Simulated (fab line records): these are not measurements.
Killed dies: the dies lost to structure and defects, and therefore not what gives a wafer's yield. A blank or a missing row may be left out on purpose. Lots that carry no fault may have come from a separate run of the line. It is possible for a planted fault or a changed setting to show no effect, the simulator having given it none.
The tool behind it: which one?	flow sky130	14 lots, 42 wafers sampled, at 4 steps of a route of 708

WHAT THE GAUGES SHOWED, per wafer
SKY_VIA4_BOW_MEAS_03.
lot	measured	on	VIA4_BOW (um)
L988	day 42 04:22	film metro-04	82 80 73
L991	day 43 18:11	film metro-02	78 78 85
L990	day 43 22:56	film metro-02	81 89 92
L993	day 44 00:20	film metro-04	73 77 70
L992	day 44 04:36	film metro-03	77 77 81
L994	day 44 05:35	film metro-03	87 89 80
L995	day 45 10:38	film metro-02	73 71 97
L996	day 45 11:47	film metro-04	73 71 68
L998	day 45 11:55	film metro-03	68 78 75
L101	day 45 15:20	film metro-04	81 69 81
L102	day 46 03:46	film metro-03	60 80 77
L104	day 46 11:55	film metro-03	77 71 85
L106	day 46 21:54	film metro-04	89 98 96
L109	day 47 14:52	film metro-02	93 89 85

SKY_VIA4_OVL_MEAS_11.
lot	measured	on	VIA4_OVL (nm)
L988	day 43 02:35	overlay-02	0.7 2.0 4.2
L991	day 44 15:35	overlay-01	-0.3 0.2 0.8
L990	day 44 20:14	overlay-01	1.2 1.2 2.3
L993	day 44 21:59	overlay-01	1.1 0.8 1.7
L992	day 45 01:53	overlay-01	-0.4 2.2 1.6
L994	day 45 03:19	overlay-01	1.6 1.3 0.8
L995	day 46 07:35	overlay-02	-0.7 -0.1 -1.1
L996	day 46 07:57	overlay-01	0.0 -0.5 -1.6
L998	day 46 08:50	overlay-02	0.4 1.8 1.7
L101	day 46 11:22	overlay-02	2.0 0.7 3.0
L102	day 46 23:52	overlay-01	4.2 1.4 0.5
L104	day 47 07:58	overlay-01	-0.6 0.6 -1.8
L106	day 47 18:05	overlay-01	0.6 1.9 2.0
L109	day 48 09:40	overlay-02	1.6 0.1 0.0

SKY_METAL5_RS_MEAS_05: the measuring method here is four-point-probe.
lot	measured	on	METAL5_ALCU_RS (ohm/sq)
L988	day 43 04:32	film metro-02	0.0267 0.0272 0.0273
L991	day 44 17:11	film metro-02	0.0276 0.0272 0.0273
L990	day 44 21:48	film metro-02	0.0273 0.0269 0.0274
L993	day 44 23:34	film metro-01	0.0269 0.0273 0.0271
L992	day 45 03:32	film metro-02	0.0277 0.0274 0.0276
L994	day 45 04:57	film metro-01	0.0274 0.0275 0.0274
L995	day 46 09:16	film metro-02	0.0272 0.0275 0.0274
L996	day 46 09:33	film metro-04	0.0275 0.0267 0.0268
L998	day 46 10:27	film metro-04	0.0281 0.0281 0.0283
L101	day 46 13:00	film metro-02	0.0275 0.0272 0.0272
L102	day 47 01:26	film metro-02	0.0270 0.0271 0.0272
L104	day 47 09:32	film metro-04	0.0274 0.0276 0.0277
L106	day 47 22:31	film metro-04	0.0266 0.0266 0.0269
L109	day 48 11:13	film metro-02	0.0265 0.0270 0.0262

EACH LOT AND THE TOOL THAT RAN IT (in order: tool; ch and the chambers of the sampled wafers; start)
lot	SKY_METAL2_CLEAN_23
L988	wet bench-02 ch 2, day 35 12:35
L991	wet bench-02 ch 3, day 37 06:21
L990	wet bench-02 ch 1, day 37 12:37
L993	wet bench-02 ch 0, day 37 13:16
L992	wet bench-02 ch 3, day 37 14:51
L994	wet bench-04 ch 2, day 37 19:31
L995	wet bench-02 ch 3, day 39 04:33
L996	wet bench-02 ch 0, day 39 05:19
L998	wet bench-01 ch 1, day 39 06:14
L101	wet bench-02 ch 0, day 39 14:15
L102	wet bench-02 ch 1, day 40 01:32
L104	wet bench-04 ch 0, day 40 12:13
L106	wet bench-01 ch 2, day 41 00:31
L109	wet bench-01 ch 0, day 41 19:27
- SKY_METAL2_CLEAN_23: cleans in O3/DIW.

WHAT THE TOOLS THEMSELVES READ (means of the sampled wafers that have a number; where no wafer has one, the mark that the record gives instead)
The record holds no such reading with a usual standard deviation.

THE ANSWER, worked out from the rows above alone
Rule: what is usual is taken from the lots themselves. Put in order of their means at a reading, lots are off if they are a third of the lots or fewer, leave a main group of 4 or more, and stand apart from it by a gap of 3 or more times the standard deviation of the main group's means; of several such gaps the widest counts. If all means in a main group match to the digits the tables above print for the reading, that group is not used. Also off: a lot with no number at a reading for which 4 or more lots have one. The other lots that the step has rows for count as sound. Order of review: gauges by route order, followed by the tools' own readings, for which a lot's mean as printed above is used. At the first step where some lot is off, the reading lying furthest off is the one used; lots without a number count as furthest.
No lot is off on any of the readings shown, so nothing can be concluded from this.

WHAT WAS PUT IN BY THE SIMULATOR
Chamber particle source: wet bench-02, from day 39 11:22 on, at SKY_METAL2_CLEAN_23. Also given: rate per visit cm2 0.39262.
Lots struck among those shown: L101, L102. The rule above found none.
